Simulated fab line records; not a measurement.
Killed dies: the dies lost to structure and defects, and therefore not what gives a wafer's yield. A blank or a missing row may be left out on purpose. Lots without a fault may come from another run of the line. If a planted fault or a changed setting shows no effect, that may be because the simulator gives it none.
Lot-split experiment / flow sfq-line / on a route of 325 steps: 5 lots, 23 wafers read

ABOUT THE SPLIT
At SFQ_TRILAYER_INCOMING_OXIDATION_002 (target thk 500 nm, ox time 4939 s), the setting temp-c was moved away from the recipe's 1000 C on 15 of the 23 wafers read, by -2.0% to +1.6%. The other wafers ran this setting at the recipe's value.

Reading taken at the split's own step.

THE READING
SiO2_of_TRILAYER_INCOMING_OXIDATION_002.thk-nm (the simulator's own value, which no gauge read), in nm, at SFQ_TRILAYER_INCOMING_OXIDATION_002 (target thk 500 nm, ox time 4939 s). No usual value for it is given in the file. Across the 8 wafers here that went through the recipe, the average is 503.3 nm and the standard deviation 3.9 nm.

wafer=L074.2; tool, chamber at the split=-, -; temp-c as run, C=1016; against the recipe=+1.6%; SiO2_of_TRILAYER_INCOMING_OXIDATION_002.thk-nm, nm=553.2; against lot-mates on the recipe=no lot-mate on the recipe
wafer=L074.3; tool, chamber at the split=-, -; temp-c as run, C=1016; against the recipe=+1.6%; SiO2_of_TRILAYER_INCOMING_OXIDATION_002.thk-nm, nm=561.2; against lot-mates on the recipe=no lot-mate on the recipe
wafer=L074.4; tool, chamber at the split=-, -; temp-c as run, C=1016; against the recipe=+1.6%; SiO2_of_TRILAYER_INCOMING_OXIDATION_002.thk-nm, nm=554.2; against lot-mates on the recipe=no lot-mate on the recipe
wafer=L074.5; tool, chamber at the split=-, -; temp-c as run, C=1016; against the recipe=+1.6%; SiO2_of_TRILAYER_INCOMING_OXIDATION_002.thk-nm, nm=552.4; against lot-mates on the recipe=no lot-mate on the recipe
wafer=L074.6; tool, chamber at the split=-, -; temp-c as run, C=1016; against the recipe=+1.6%; SiO2_of_TRILAYER_INCOMING_OXIDATION_002.thk-nm, nm=549.1; against lot-mates on the recipe=no lot-mate on the recipe
wafer=L079.1; tool, chamber at the split=furnace-02, 0; temp-c as run, C=1000; against the recipe=recipe; SiO2_of_TRILAYER_INCOMING_OXIDATION_002.thk-nm, nm=507.4; against lot-mates on the recipe=-
wafer=L079.3; tool, chamber at the split=furnace-02, 0; temp-c as run, C=1000; against the recipe=recipe; SiO2_of_TRILAYER_INCOMING_OXIDATION_002.thk-nm, nm=498.4; against lot-mates on the recipe=-
wafer=L079.6; tool, chamber at the split=furnace-02, 0; temp-c as run, C=1000; against the recipe=recipe; SiO2_of_TRILAYER_INCOMING_OXIDATION_002.thk-nm, nm=510.5; against lot-mates on the recipe=-
wafer=L081.1; tool, chamber at the split=-, -; temp-c as run, C=980.4; against the recipe=-2.0%; SiO2_of_TRILAYER_INCOMING_OXIDATION_002.thk-nm, nm=438.1; against lot-mates on the recipe=no lot-mate on the recipe
wafer=L081.2; tool, chamber at the split=-, -; temp-c as run, C=980.4; against the recipe=-2.0%; SiO2_of_TRILAYER_INCOMING_OXIDATION_002.thk-nm, nm=441.3; against lot-mates on the recipe=no lot-mate on the recipe
wafer=L081.3; tool, chamber at the split=-, -; temp-c as run, C=980.4; against the recipe=-2.0%; SiO2_of_TRILAYER_INCOMING_OXIDATION_002.thk-nm, nm=437.9; against lot-mates on the recipe=no lot-mate on the recipe
wafer=L081.4; tool, chamber at the split=-, -; temp-c as run, C=980.4; against the recipe=-2.0%; SiO2_of_TRILAYER_INCOMING_OXIDATION_002.thk-nm, nm=443.1; against lot-mates on the recipe=no lot-mate on the recipe
wafer=L081.6; tool, chamber at the split=-, -; temp-c as run, C=980.4; against the recipe=-2.0%; SiO2_of_TRILAYER_INCOMING_OXIDATION_002.thk-nm, nm=439.2; against lot-mates on the recipe=no lot-mate on the recipe
wafer=L084.1; tool, chamber at the split=-, -; temp-c as run, C=1000; against the recipe=recipe; SiO2_of_TRILAYER_INCOMING_OXIDATION_002.thk-nm, nm=503.4; against lot-mates on the recipe=-
wafer=L084.5; tool, chamber at the split=-, -; temp-c as run, C=1000; against the recipe=recipe; SiO2_of_TRILAYER_INCOMING_OXIDATION_002.thk-nm, nm=503.4; against lot-mates on the recipe=-
wafer=L084.3; tool, chamber at the split=-, -; temp-c as run, C=1000; against the recipe=recipe; SiO2_of_TRILAYER_INCOMING_OXIDATION_002.thk-nm, nm=503.8; against lot-mates on the recipe=-
wafer=L084.4; tool, chamber at the split=-, -; temp-c as run, C=1000; against the recipe=recipe; SiO2_of_TRILAYER_INCOMING_OXIDATION_002.thk-nm, nm=498.7; against lot-mates on the recipe=-
wafer=L084.6; tool, chamber at the split=-, -; temp-c as run, C=1000; against the recipe=recipe; SiO2_of_TRILAYER_INCOMING_OXIDATION_002.thk-nm, nm=500.7; against lot-mates on the recipe=-
wafer=L085.2; tool, chamber at the split=-, -; temp-c as run, C=1016; against the recipe=+1.6%; SiO2_of_TRILAYER_INCOMING_OXIDATION_002.thk-nm, nm=565.5; against lot-mates on the recipe=no lot-mate on the recipe
wafer=L085.3; tool, chamber at the split=-, -; temp-c as run, C=1016; against the recipe=+1.6%; SiO2_of_TRILAYER_INCOMING_OXIDATION_002.thk-nm, nm=570.4; against lot-mates on the recipe=no lot-mate on the recipe
wafer=L085.4; tool, chamber at the split=-, -; temp-c as run, C=1016; against the recipe=+1.6%; SiO2_of_TRILAYER_INCOMING_OXIDATION_002.thk-nm, nm=559.6; against lot-mates on the recipe=no lot-mate on the recipe
wafer=L085.5; tool, chamber at the split=-, -; temp-c as run, C=1016; against the recipe=+1.6%; SiO2_of_TRILAYER_INCOMING_OXIDATION_002.thk-nm, nm=563.6; against lot-mates on the recipe=no lot-mate on the recipe
wafer=L085.6; tool, chamber at the split=-, -; temp-c as run, C=1016; against the recipe=+1.6%; SiO2_of_TRILAYER_INCOMING_OXIDATION_002.thk-nm, nm=569.1; against lot-mates on the recipe=no lot-mate on the recipe

FIT RESULTS
A straight line over all 23 wafers: SiO2_of_TRILAYER_INCOMING_OXIDATION_002.thk-nm changes by +33.8 nm for each +1% of temp-c; r = +0.99; the points scatter about the line by 5.6 nm.
Too few moved wafers with a lot-mate on the recipe to fit a line net of each lot's own level.

FILE'S OWN FIT
SiO2_of_TRILAYER_INCOMING_OXIDATION_002.thk-nm changes by +33.8 nm for each +1% of temp-c, r = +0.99.
